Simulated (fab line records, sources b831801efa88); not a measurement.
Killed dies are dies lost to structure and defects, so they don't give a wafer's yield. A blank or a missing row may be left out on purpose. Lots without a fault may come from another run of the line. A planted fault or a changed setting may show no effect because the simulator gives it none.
Which tool did it? | flow sky130 | 13 lots, 39 wafers sampled, at 2 steps of a route of 708

WHAT THE GAUGES READ, wafer by wafer
SKY_CONTACT_CD_MEAS_14: target cd 170 nm.
lot  | measured     | on        | cd_nm (nm)
L113 | day 32 07:01 | cd_sem-01 | 169.7 169.8 170.0
L114 | day 32 10:06 | cd_sem-02 | 170.7 168.9 170.1
L115 | day 32 14:54 | cd_sem-01 | 170.9 171.6 170.4
L117 | day 33 04:38 | cd_sem-02 | 171.6 170.6 170.9
L116 | day 33 15:10 | cd_sem-01 | 170.7 171.4 169.5
L119 | day 34 11:04 | cd_sem-02 | 168.7 169.0 169.2
L120 | day 34 21:04 | cd_sem-01 | 168.4 169.4 168.1
L127 | day 36 06:02 | cd_sem-02 | 169.8 168.4 170.5
L129 | day 37 03:30 | cd_sem-01 | 169.5 168.7 171.8
L131 | day 37 13:14 | cd_sem-01 | 168.0 168.0 169.1
L132 | day 37 18:24 | cd_sem-02 | 169.7 168.9 172.5
L133 | day 37 23:52 | cd_sem-02 | 170.2 170.7 170.5
L134 | day 38 08:27 | cd_sem-01 | 171.6 171.6 172.2

WHICH TOOL RAN EACH LOT (tool, then ch and the chambers of the sampled wafers, then the start)
lot  | SKY_CONTACT_CVD_00
L113 | pecvd-02 ch 0,1,2, day 31 03:04
L114 | pecvd-02 ch 1,2, day 31 07:02
L115 | pecvd-04 ch 1,2, day 31 11:19
L117 | pecvd-04 ch 0,1, day 32 01:24
L116 | pecvd-01 ch 0,1, day 32 11:55
L119 | pecvd-02 ch 1,2, day 33 08:23
L120 | pecvd-04 ch 0,1,2, day 33 19:41
L127 | pecvd-02 ch 1,2, day 35 02:59
L129 | pecvd-01 ch 1,2, day 36 00:54
L131 | pecvd-04 ch 1,2, day 36 11:12
L132 | pecvd-02 ch 0,1, day 36 15:29
L133 | pecvd-02 ch 0,2, day 36 21:55
L134 | pecvd-04 ch 1,2, day 37 05:47
- SKY_CONTACT_CVD_00: deposits Si3N4, target thk 75 nm.

WHAT THE TOOLS THEMSELVES READ (means of the sampled wafers that have a number; where no wafer has one, the mark that the record gives instead)
SKY_CONTACT_CVD_00.
lot  | tool     | heater_power_w (W)
L113 | pecvd-02 | 696
L114 | pecvd-02 | 613
L115 | pecvd-04 | 832
L117 | pecvd-04 | 602
L116 | pecvd-01 | 713
L119 | pecvd-02 | 659
L120 | pecvd-04 | 694
L127 | pecvd-02 | 544
L129 | pecvd-01 | 580
L131 | pecvd-04 | 792
L132 | pecvd-02 | 579
L133 | pecvd-02 | 724
L134 | pecvd-04 | 778

THE ANSWER, worked out from the rows above alone
Rule: what is usual is taken from the lots themselves. Put in order of their means at a reading, lots are off if they are a third of the lots or fewer, leave a main group of 4 or more, and stand apart from it by a gap of 3 or more times the standard deviation of the main group's means; of several such gaps the widest counts. A main group whose means are all the same, to the digits that the tables above print for the reading, isn't used. A lot without any number at a reading at which 4 lots or more have one is off too. The other lots that the step has rows for count as sound. The gauges are gone through in route order, then the tools' own readings, and for those a lot's mean is taken as printed above. The first step at which some lot is off is used, and at that step the reading that is off furthest; a lot without a number counts as furthest.
No lot is off at any reading shown: from this, nothing can be told.

WHAT THE SIMULATOR HAD PUT IN
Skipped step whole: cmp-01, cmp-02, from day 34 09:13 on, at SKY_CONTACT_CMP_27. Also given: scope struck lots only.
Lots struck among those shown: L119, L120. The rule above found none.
